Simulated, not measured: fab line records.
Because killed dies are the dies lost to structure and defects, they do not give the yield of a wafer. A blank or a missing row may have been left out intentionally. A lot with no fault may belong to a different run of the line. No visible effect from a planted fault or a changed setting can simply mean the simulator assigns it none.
fab line records	flow sky130
record: lots: 24	wafers: 72	last_day: 50
route steps=708 shown VIA1@461 VIA2@529 METAL3@534 CAPM@538 VIA3@587
lots that met no fault: from a run of the same line without faults
start_h: start of the lot's first displayed wafer, in hours after the record's first day	wait_h: hours since the lot's step before	" same as the row above	L1.1+2: one row covering several wafers at once	- no value, or no start given	* or withheld: withheld	< > ~ a bound
route shown NAME@n: NAME is a module with steps in the file, n the number in the route of the first one	usual: the fault-free wafers' mean and standard deviation	same: alike in all rows	chamber/n: place in a boat	sites: the reading at each site	_std_site: their standard deviation	_edge_site: inner sites' mean taken away from outer sites' mean	radius_mm: for every site, how far away it sits from the centre of the wafer	mask NAME#n: copy n	behind: the tool/chamber that last shaped the wafer	hold: why the lot went on hold/how many hours it stayed there/how the hold came to an end	device: names the non-switching transistor (n, p or np)	end of line: the same wafers' tests at the end of the route	a step given without rows: its recipe and nothing more	killed: dies lost to structure and defects at the first sort, not the wafer's yield	map: the dies of a wafer, with x for killed, . for not killed, _ for no die there
set.NAME: the run value of the setting; set.NAME@STEP: its run value at that earlier step	model.NAME: the simulator's own value behind a step, which no gauge read
steps of the route over a sample of lots; a table a step, a row a wafer
services: from which hour (start_h, from the record's first day; less than 0 if before it) a tool's chamber was out of use, for how many hours, and why
== steps ==
step: SKY_VIA1_BOW_MEAS_03
recipe: mode: bow
usual: VIA1_BOW: 80/6.1
lot.wafer	tool	chamber	start_h	wait_h	VIA1_BOW[um]
L074.2	film_metro-03	-	774.72	0.2	81
L074.3	"	-	"	"	89
L074.4	"	-	"	"	71
L075.2	film_metro-04	-	776.20	0.1	85
L075.3	"	-	"	"	74
L075.4	"	-	"	"	75
L076.1	film_metro-04	-	788.48	0.2	68
L076.4	"	-	"	"	79
L076.5	"	-	"	"	81
L077.1	film_metro-04	-	805.94	0.2	75
L077.4	"	-	"	"	70
L077.6	"	-	"	"	84
L079.1	film_metro-04	-	814.66	0.1	68
L079.2	"	-	"	"	79
L079.6	"	-	"	"	73
L078.1	film_metro-03	-	814.96	0.2	90
L078.3	"	-	"	"	79
L078.6	"	-	"	"	83
L080.3	film_metro-04	-	815.40	0.2	75
L080.5	"	-	"	"	71
L080.6	"	-	"	"	77
L081.2	film_metro-02	-	843.86	0.1	81
L081.5	"	-	"	"	68
L081.6	"	-	"	"	69
L083.1	film_metro-03	-	848.62	0.2	80
L083.2	"	-	"	"	86
L083.5	"	-	"	"	83
L082.1	film_metro-02	-	853.05	0.2	73
L082.2	"	-	"	"	93
L082.3	"	-	"	"	73
L084.1	film_metro-04	-	858.19	0.1	88
L084.2	"	-	"	"	77
L084.3	"	-	"	"	78
L085.1	film_metro-02	-	869.77	0.2	78
L085.3	"	-	"	"	75
L085.4	"	-	"	"	85
L086.1	film_metro-04	-	875.53	0.2	76
L086.3	"	-	"	"	74
L086.6	"	-	"	"	76
L088.1	film_metro-04	-	893.11	0.2	83
L088.3	"	-	"	"	86
L088.6	"	-	"	"	74
L087.2	film_metro-02	-	894.30	0.2	80
L087.4	"	-	"	"	88
L087.6	"	-	"	"	79
L090.4	film_metro-03	-	897.25	0.3	83
L090.5	"	-	"	"	83
L090.6	"	-	"	"	76
L089.1	film_metro-04	-	897.26	0.1	101
L089.3	"	-	"	"	78
L089.6	"	-	"	"	81
L091.3	film_metro-02	-	902.55	0.1	91
L091.4	"	-	"	"	80
L091.5	"	-	"	"	87
L092.1	film_metro-02	-	905.63	0.1	82
L092.4	"	-	"	"	85
L092.5	"	-	"	"	83
L093.3	film_metro-03	-	918.36	0.2	87
L093.4	"	-	"	"	82
L093.5	"	-	"	"	74
L094.3	film_metro-02	-	920.90	0.1	72
L094.4	"	-	"	"	92
L094.6	"	-	"	"	83
L095.1	film_metro-03	-	926.45	0.2	77
L095.5	"	-	"	"	85
L095.6	"	-	"	"	87
L096.2	film_metro-04	-	936.05	0.2	83
L096.3	"	-	"	"	84
L096.5	"	-	"	"	82
L097.1	film_metro-04	-	938.89	0.1	76
L097.5	"	-	"	"	88
L097.6	"	-	"	"	77
step: SKY_VIA2_RS_MEAS_22
recipe: thk_meas_gauge: four-point-probe	reads: W_of_VIA2_CVD_21+TiN_of_VIA2_SPUTTER_20
usual: VIA2_W_RS: 0.273/0.0038
lot.wafer	tool	chamber	start_h	wait_h	VIA2_W_RS[ohm/sq]
L074.2	film_metro-01	-	858.84	0.1	0.275
L074.3	"	-	"	"	0.272
L074.4	"	-	"	"	0.277
L075.2	film_metro-03	-	860.52	0.1	0.272
L075.3	"	-	"	"	0.275
L075.4	"	-	"	"	0.273
L076.1	film_metro-03	-	872.68	0.1	0.280
L076.4	"	-	"	"	0.279
L076.5	"	-	"	"	0.277
L077.1	film_metro-04	-	888.48	0.1	0.270
L077.4	"	-	"	"	0.270
L077.6	"	-	"	"	0.271
L079.1	film_metro-01	-	897.51	0.1	0.280
L079.2	"	-	"	"	0.274
L079.6	"	-	"	"	0.277
L078.1	film_metro-01	-	898.16	0.1	0.277
L078.3	"	-	"	"	0.277
L078.6	"	-	"	"	0.279
L080.3	film_metro-03	-	898.71	0.1	0.267
L080.5	"	-	"	"	0.272
L080.6	"	-	"	"	0.276
L081.2	film_metro-04	-	924.93	0.1	0.274
L081.5	"	-	"	"	0.267
L081.6	"	-	"	"	0.271
L083.1	film_metro-01	-	930.76	0.1	0.276
L083.2	"	-	"	"	0.273
L083.5	"	-	"	"	0.273
L082.1	film_metro-01	-	934.91	0.1	0.272
L082.2	"	-	"	"	0.273
L082.3	"	-	"	"	0.277
L084.1	film_metro-03	-	939.06	0.2	0.272
L084.2	"	-	"	"	0.277
L084.3	"	-	"	"	0.274
L085.1	film_metro-01	-	949.42	0.1	0.270
L085.3	"	-	"	"	0.270
L085.4	"	-	"	"	0.265
L086.1	film_metro-01	-	955.12	0.2	0.277
L086.3	"	-	"	"	0.276
L086.6	"	-	"	"	0.273
L088.1	film_metro-01	-	971.67	0.1	0.273
L088.3	"	-	"	"	0.274
L088.6	"	-	"	"	0.272
L087.2	film_metro-01	-	972.69	0.1	0.278
L087.4	"	-	"	"	0.276
L087.6	"	-	"	"	0.275
L090.4	film_metro-01	-	974.27	0.1	0.270
L090.5	"	-	"	"	0.269
L090.6	"	-	"	"	0.271
L089.1	film_metro-04	-	975.81	0.1	0.274
L089.3	"	-	"	"	0.274
L089.6	"	-	"	"	0.275
L091.3	film_metro-01	-	979.95	0.1	0.271
L091.4	"	-	"	"	0.269
L091.5	"	-	"	"	0.270
L092.1	film_metro-01	-	983.59	0.1	0.268
L092.4	"	-	"	"	0.270
L092.5	"	-	"	"	0.270
L093.3	film_metro-01	-	996.25	0.1	0.270
L093.4	"	-	"	"	0.264
L093.5	"	-	"	"	0.265
L094.3	film_metro-01	-	997.40	0.1	0.270
L094.4	"	-	"	"	0.275
L094.6	"	-	"	"	0.273
L095.1	film_metro-01	-	1002.56	0.1	0.273
L095.5	"	-	"	"	0.273
L095.6	"	-	"	"	0.273
L096.2	film_metro-04	-	1011.78	0.1	0.275
L096.3	"	-	"	"	0.269
L096.5	"	-	"	"	0.266
L097.1	film_metro-01	-	1014.71	0.1	0.278
L097.5	"	-	"	"	0.276
L097.6	"	-	"	"	0.276
step: SKY_METAL3_SPUTTER_02
recipe: material: AlCu	target_thk_nm: 735	power_w: 10600	time_s: 39.1	chamber_pressure_pa: 0.4
usual: throttle_valve_pct: 29.6/1
lot.wafer	tool	chamber	start_h	wait_h	throttle_valve_pct
L074.2	pvd_sputter-02	-	860.84	0.0	28.7
L074.3	"	-	"	"	29.1
L074.4	"	-	"	"	29.9
L075.2	pvd_sputter-04	-	861.05	0.0	29.6
L075.3	"	-	"	"	32.1
L075.4	"	-	"	"	29.2
L076.1	pvd_sputter-03	-	873.20	0.0	29.0
L076.4	"	-	"	"	28.9
L076.5	"	-	"	"	29.6
L077.1	pvd_sputter-03	-	889.01	0.0	31.0
L077.4	"	-	"	"	28.8
L077.6	"	-	"	"	29.6
L079.1	pvd_sputter-03	-	898.04	0.0	28.8
L079.2	"	-	"	"	29.7
L079.6	"	-	"	"	29.9
L078.1	pvd_sputter-03	-	898.69	0.0	29.6
L078.3	"	-	"	"	29.2
L078.6	"	-	"	"	28.8
L080.3	pvd_sputter-02	-	899.20	0.0	27.7
L080.5	"	-	"	"	29.9
L080.6	"	-	"	"	29.0
L081.2	pvd_sputter-02	-	925.44	0.0	30.0
L081.5	"	-	"	"	27.6
L081.6	"	-	"	"	30.2
L083.1	pvd_sputter-03	-	931.29	0.0	29.1
L083.2	"	-	"	"	28.9
L083.5	"	-	"	"	29.3
L082.1	pvd_sputter-03	-	935.44	0.0	29.3
L082.2	"	-	"	"	29.1
L082.3	"	-	"	"	30.9
L084.1	pvd_sputter-03	-	939.59	0.0	28.8
L084.2	"	-	"	"	29.0
L084.3	"	-	"	"	30.7
L085.1	pvd_sputter-04	-	949.95	0.0	29.6
L085.3	"	-	"	"	31.9
L085.4	"	-	"	"	29.9
L086.1	pvd_sputter-03	-	955.65	0.0	30.5
L086.3	"	-	"	"	28.6
L086.6	"	-	"	"	28.8
L088.1	pvd_sputter-04	-	972.20	0.0	29.4
L088.3	"	-	"	"	29.7
L088.6	"	-	"	"	29.5
L087.2	pvd_sputter-04	-	973.20	0.0	32.2
L087.4	"	-	"	"	29.3
L087.6	"	-	"	"	30.0
L090.4	pvd_sputter-02	-	974.92	0.0	28.9
L090.5	"	-	"	"	29.8
L090.6	"	-	"	"	27.9
L089.1	pvd_sputter-02	-	976.34	0.0	29.1
L089.3	"	-	"	"	27.8
L089.6	"	-	"	"	29.9
L091.3	pvd_sputter-02	-	980.44	0.0	29.1
L091.4	"	-	"	"	28.0
L091.5	"	-	"	"	29.9
L092.1	pvd_sputter-04	-	984.12	0.0	29.4
L092.4	"	-	"	"	29.3
L092.5	"	-	"	"	29.7
L093.3	pvd_sputter-04	-	996.74	0.0	29.3
L093.4	"	-	"	"	32.3
L093.5	"	-	"	"	29.6
L094.3	pvd_sputter-03	-	997.89	0.0	29.0
L094.4	"	-	"	"	30.7
L094.6	"	-	"	"	29.0
L095.1	pvd_sputter-03	-	1003.09	0.0	29.1
L095.5	"	-	"	"	30.9
L095.6	"	-	"	"	28.8
L096.2	pvd_sputter-02	-	1012.29	0.0	30.1
L096.3	"	-	"	"	27.8
L096.5	"	-	"	"	29.8
L097.1	pvd_sputter-02	-	1015.24	0.0	30.1
L097.5	"	-	"	"	29.9
L097.6	"	-	"	"	29.0
step: SKY_CAPM_THK_MEAS_01
recipe: reads: SiO2_of_CAPM_CVD_00
usual: CAPM_CVD_00_THK: 15.48/0.22
lot.wafer	tool	chamber	start_h	wait_h	CAPM_CVD_00_THK[nm]
L074.2	film_metro-01	-	860.98	-	15.05
L074.3	"	-	"	"	14.95
L074.4	"	-	"	"	15.30
L075.2	film_metro-01	-	861.33	-	15.61
L075.3	"	-	"	"	15.66
L075.4	"	-	"	"	15.95
L076.1	film_metro-02	-	873.33	-	15.33
L076.4	"	-	"	"	15.63
L076.5	"	-	"	"	15.65
L077.1	film_metro-01	-	889.15	-	15.37
L077.4	"	-	"	"	15.58
L077.6	"	-	"	"	16.02
L079.1	film_metro-04	-	898.18	-	15.32
L079.2	"	-	"	"	15.38
L079.6	"	-	"	"	15.30
L078.1	film_metro-01	-	898.82	-	15.21
L078.3	"	-	"	"	15.33
L078.6	"	-	"	"	15.51
L080.3	film_metro-04	-	899.36	-	15.17
L080.5	"	-	"	"	15.46
L080.6	"	-	"	"	15.28
L081.2	film_metro-01	-	925.58	-	15.21
L081.5	"	-	"	"	15.55
L081.6	"	-	"	"	15.49
L083.1	film_metro-04	-	931.42	-	15.24
L083.2	"	-	"	"	15.21
L083.5	"	-	"	"	15.62
L082.1	film_metro-02	-	935.57	-	15.48
L082.2	"	-	"	"	15.16
L082.3	"	-	"	"	15.45
L084.1	film_metro-02	-	939.72	-	15.27
L084.2	"	-	"	"	15.48
L084.3	"	-	"	"	15.38
L085.1	film_metro-02	-	950.10	-	15.30
L085.3	"	-	"	"	15.57
L085.4	"	-	"	"	15.49
L086.1	film_metro-01	-	955.78	-	15.57
L086.3	"	-	"	"	15.57
L086.6	"	-	"	"	15.82
L088.1	film_metro-01	-	972.32	-	15.28
L088.3	"	-	"	"	15.07
L088.6	"	-	"	"	15.50
L087.2	film_metro-01	-	973.33	-	15.49
L087.4	"	-	"	"	15.81
L087.6	"	-	"	"	15.80
L090.4	film_metro-01	-	975.08	-	15.74
L090.5	"	-	"	"	15.86
L090.6	"	-	"	"	15.74
L089.1	film_metro-01	-	976.47	-	15.05
L089.3	"	-	"	"	15.39
L089.6	"	-	"	"	15.52
L091.3	film_metro-01	-	980.59	-	15.34
L091.4	"	-	"	"	15.66
L091.5	"	-	"	"	15.73
L092.1	film_metro-04	-	984.25	-	15.30
L092.4	"	-	"	"	15.46
L092.5	"	-	"	"	15.49
L093.3	film_metro-02	-	996.90	-	15.31
L093.4	"	-	"	"	15.42
L093.5	"	-	"	"	15.57
L094.3	film_metro-04	-	998.04	-	15.40
L094.4	"	-	"	"	15.77
L094.6	"	-	"	"	15.57
L095.1	film_metro-01	-	1003.22	-	15.27
L095.5	"	-	"	"	15.51
L095.6	"	-	"	"	15.33
L096.2	film_metro-02	-	1012.43	-	15.32
L096.3	"	-	"	"	15.47
L096.5	"	-	"	"	15.66
L097.1	film_metro-04	-	1015.37	-	15.66
L097.5	"	-	"	"	15.92
L097.6	"	-	"	"	15.88
step: SKY_VIA3_ETCH_14
recipe: chemistry: N2/H2	target: BARC	ion_energy_ev: 200	source_w: 500	bias_w: 100	pressure_mtorr: 30	n2_flow_sccm: 100	h2_flow_sccm: 200	stop_on: SiO2	time_s: 45.9	target_depth_a: 600
usual: drypump_motor_current_A: 5.8/0.52	oes_product_au: 0.854/0.0051	throttle_valve_pct: 13.224/0.01
lot.wafer	tool	chamber	start_h	wait_h	drypump_motor_current_A	oes_product_au	rf_hours_counter_h	throttle_valve_pct
L074.2	rie_diel-02	1	939.53	0.0	5.5	0.860	24	13.209
L074.3	"	2	"	"	5.9	0.853	11	13.228
L074.4	"	0	"	"	5.8	0.855	20	13.221
L075.2	rie_diel-02	0	941.02	0.0	5.8	0.856	20	13.231
L075.3	"	3	"	"	6.1	0.857	9	13.218
L075.4	"	1	"	"	5.5	0.864	24	13.235
L076.1	rie_diel-01	3	950.67	0.0	4.8	0.845	5	13.235
L076.4	"	2	"	"	5.5	0.861	22	13.215
L076.5	"	3	"	"	4.8	0.854	-	13.230
L077.1	rie_diel-03	3	965.67	0.0	6.0	0.847	1	13.236
L077.4	"	1	"	"	4.8	0.846	22	13.229
L077.6	"	0	"	"	6.0	0.857	-	13.220
L079.1	rie_diel-02	2	975.04	0.0	5.8	0.852	12	13.235
L079.2	"	0	"	"	5.8	0.856	21	13.225
L079.6	"	3	"	"	6.2	0.848	-	13.215
L078.1	rie_diel-01	3	975.27	0.0	4.8	0.849	6	13.236
L078.3	"	1	"	"	6.3	0.848	20	13.232
L078.6	"	1	"	"	6.3	0.852	-	13.246
L080.3	rie_diel-02	2	975.90	0.0	5.9	0.846	13	13.240
L080.5	"	3	"	"	6.1	0.849	-	13.219
L080.6	"	0	"	"	5.8	0.856	-	13.211
L081.2	rie_diel-03	1	1000.79	0.0	4.8	0.855	24	13.226
L081.5	"	2	"	"	6.3	0.861	-	13.235
L081.6	"	3	"	"	6.0	0.855	-	13.223
L083.1	rie_diel-03	0	1006.84	0.0	6.0	0.853	13	13.199
L083.2	"	1	"	"	4.8	0.853	24	13.212
L083.5	"	2	"	"	6.4	0.857	-	13.224
L082.1	rie_diel-02	0	1009.55	0.0	5.8	0.848	22	13.229
L082.2	"	3	"	"	6.1	0.854	11	13.234
L082.3	"	2	"	"	5.9	0.855	13	13.228
L084.1	rie_diel-01	1	1013.47	0.0	6.2	0.840	21	13.245
L084.2	"	3	"	"	4.8	0.847	7	13.215
L084.3	"	0	"	"	6.5	0.852	18	13.221
L085.1	rie_diel-01	2	1022.94	0.0	5.5	0.858	25	13.236
L085.3	"	0	"	"	6.5	0.854	18	13.225
L085.4	"	3	"	"	4.8	0.858	8	13.221
L086.1	rie_diel-02	0	1028.64	0.0	5.8	0.848	23	13.211
L086.3	"	3	"	"	6.1	0.848	12	13.221
L086.6	"	1	"	"	5.4	0.851	-	13.208
L088.1	rie_diel-01	3	1044.79	0.0	4.8	0.858	8	13.231
L088.3	"	1	"	"	6.3	0.857	22	13.222
L088.6	"	0	"	"	6.5	0.848	-	13.236
L087.2	rie_diel-03	0	1046.05	0.0	6.0	0.853	15	13.231
L087.4	"	1	"	"	4.8	0.860	26	13.219
L087.6	"	3	"	"	6.0	0.844	-	13.231
L090.4	rie_diel-02	0	1047.07	0.0	5.8	0.861	23	13.237
L090.5	"	3	"	"	6.2	0.853	-	13.214
L090.6	"	2	"	"	5.9	0.855	-	13.231
L089.1	rie_diel-02	1	1047.99	0.0	5.4	0.857	1	13.229
L089.3	"	3	"	"	6.2	0.856	12	13.234
L089.6	"	3	"	"	6.2	0.858	-	13.228
L091.3	rie_diel-01	3	1052.32	0.0	4.8	0.860	9	13.217
L091.4	"	2	"	"	5.5	0.854	26	13.216
L091.5	"	1	"	"	6.3	0.856	-	13.220
L092.1	rie_diel-01	0	1055.80	0.0	6.5	0.856	20	13.225
L092.4	"	2	"	"	5.5	0.853	26	13.236
L092.5	"	3	"	"	4.9	0.850	-	13.231
L093.3	rie_diel-03	1	1065.89	0.0	4.8	0.856	26	13.231
L093.4	"	2	"	"	6.4	0.856	26	13.210
L093.5	"	0	"	"	6.0	0.850	-	13.217
L094.3	rie_diel-02	3	1068.44	0.0	6.2	0.850	13	13.212
L094.4	"	0	"	"	5.8	0.854	24	13.228
L094.6	"	3	"	"	6.2	0.859	-	13.225
L095.1	rie_diel-01	2	1073.22	0.0	5.5	0.847	26	13.220
L095.5	"	1	"	"	6.2	0.848	-	13.230
L095.6	"	0	"	"	6.5	0.856	-	13.222
L096.2	rie_diel-01	1	1080.07	0.0	6.3	0.854	23	13.210
L096.3	"	3	"	"	4.8	0.859	9	13.228
L096.5	"	1	"	"	6.3	0.852	-	13.217
L097.1	rie_diel-01	0	1083.39	0.0	6.5	0.855	20	13.207
L097.5	"	0	"	"	6.5	0.861	-	13.234
L097.6	"	1	"	"	6.3	0.856	-	13.221
step: SKY_VIA3_RS_MEAS_22
recipe: thk_meas_gauge: four-point-probe	reads: W_of_VIA3_CVD_21+TiN_of_VIA3_SPUTTER_20
usual: VIA3_W_RS: 0.294/0.0037
lot.wafer	tool	chamber	start_h	wait_h	VIA3_W_RS[ohm/sq]
L074.2	film_metro-04	-	940.48	0.1	0.294
L074.3	"	-	"	"	0.293
L074.4	"	-	"	"	0.290
L075.2	film_metro-04	-	942.27	0.1	0.293
L075.3	"	-	"	"	0.288
L075.4	"	-	"	"	0.297
L076.1	film_metro-04	-	951.74	0.2	0.296
L076.4	"	-	"	"	0.296
L076.5	"	-	"	"	0.297
L077.1	film_metro-04	-	966.60	0.1	0.289
L077.4	"	-	"	"	0.291
L077.6	"	-	"	"	0.291
L079.1	film_metro-02	-	975.93	0.1	0.294
L079.2	"	-	"	"	0.290
L079.6	"	-	"	"	0.295
L078.1	film_metro-04	-	976.16	0.1	0.292
L078.3	"	-	"	"	0.290
L078.6	"	-	"	"	0.286
L080.3	film_metro-04	-	976.81	0.1	0.294
L080.5	"	-	"	"	0.294
L080.6	"	-	"	"	0.300
L081.2	film_metro-04	-	1001.69	0.1	0.301
L081.5	"	-	"	"	0.301
L081.6	"	-	"	"	0.294
L083.1	film_metro-03	-	1007.72	0.1	0.291
L083.2	"	-	"	"	0.291
L083.5	"	-	"	"	0.291
L082.1	film_metro-02	-	1010.42	0.1	0.293
L082.2	"	-	"	"	0.289
L082.3	"	-	"	"	0.295
L084.1	film_metro-04	-	1014.35	0.1	0.301
L084.2	"	-	"	"	0.297
L084.3	"	-	"	"	0.299
L085.1	film_metro-04	-	1023.84	0.1	0.301
L085.3	"	-	"	"	0.301
L085.4	"	-	"	"	0.300
L086.1	film_metro-02	-	1029.53	0.1	0.293
L086.3	"	-	"	"	0.295
L086.6	"	-	"	"	0.296
L088.1	film_metro-02	-	1045.68	0.1	0.294
L088.3	"	-	"	"	0.292
L088.6	"	-	"	"	0.296
L087.2	film_metro-02	-	1046.94	0.1	0.294
L087.4	"	-	"	"	0.294
L087.6	"	-	"	"	0.297
L090.4	film_metro-03	-	1048.01	0.1	0.295
L090.5	"	-	"	"	0.294
L090.6	"	-	"	"	0.297
L089.1	film_metro-04	-	1048.87	0.1	0.297
L089.3	"	-	"	"	0.294
L089.6	"	-	"	"	0.296
L091.3	film_metro-03	-	1053.25	0.1	0.294
L091.4	"	-	"	"	0.296
L091.5	"	-	"	"	0.299
L092.1	film_metro-02	-	1056.69	0.1	0.291
L092.4	"	-	"	"	0.292
L092.5	"	-	"	"	0.287
L093.3	film_metro-04	-	1066.85	0.1	0.298
L093.4	"	-	"	"	0.295
L093.5	"	-	"	"	0.298
L094.3	film_metro-03	-	1069.45	0.1	0.290
L094.4	"	-	"	"	0.285
L094.6	"	-	"	"	0.285
L095.1	film_metro-03	-	1074.23	0.1	0.293
L095.5	"	-	"	"	0.293
L095.6	"	-	"	"	0.291
L096.2	film_metro-03	-	1080.98	0.1	0.295
L096.3	"	-	"	"	0.295
L096.5	"	-	"	"	0.295
L097.1	film_metro-04	-	1084.30	0.1	0.296
L097.5	"	-	"	"	0.296
L097.6	"	-	"	"	0.287
== services ==
tool	chamber	start_h	hours	kind
rie_diel-03	2	844.79	3.5	repair
pvd_sputter-02	-	849.72	0.6	repair
pvd_sputter-02	-	857.54	1.0	repair
rie_diel-02	-	883.59	0.3	repair
rie_diel-02	3	902.00	4.9	repair
rie_diel-03	1	909.36	4.9	repair
rie_diel-01	3	919.41	3.8	repair
rie_diel-02	0	919.56	2.9	repair
rie_diel-03	-	926.90	1.0	repair
rie_diel-03	-	928.06	15.6	pm
pvd_sputter-04	-	956.48	3.4	repair
rie_diel-02	1	961.73	7.5	repair
pvd_sputter-02	-	968.61	0.7	repair
pvd_sputter-02	-	982.93	3.2	repair
pvd_sputter-02	-	984.59	14.8	repair
rie_diel-03	3	990.42	9.5	repair
rie_diel-01	1	991.42	3.8	repair
pvd_sputter-02	-	998.39	8.0	repair
rie_diel-01	3	1000.42	3.1	repair
rie_diel-02	2	1002.03	5.4	repair
pvd_sputter-03	-	1039.81	9.0	repair
rie_diel-02	-	1053.78	0.5	repair
pvd_sputter-03	-	1065.12	14.2	repair
rie_diel-01	-	1074.77	5.0	repair
== key ==
fault none
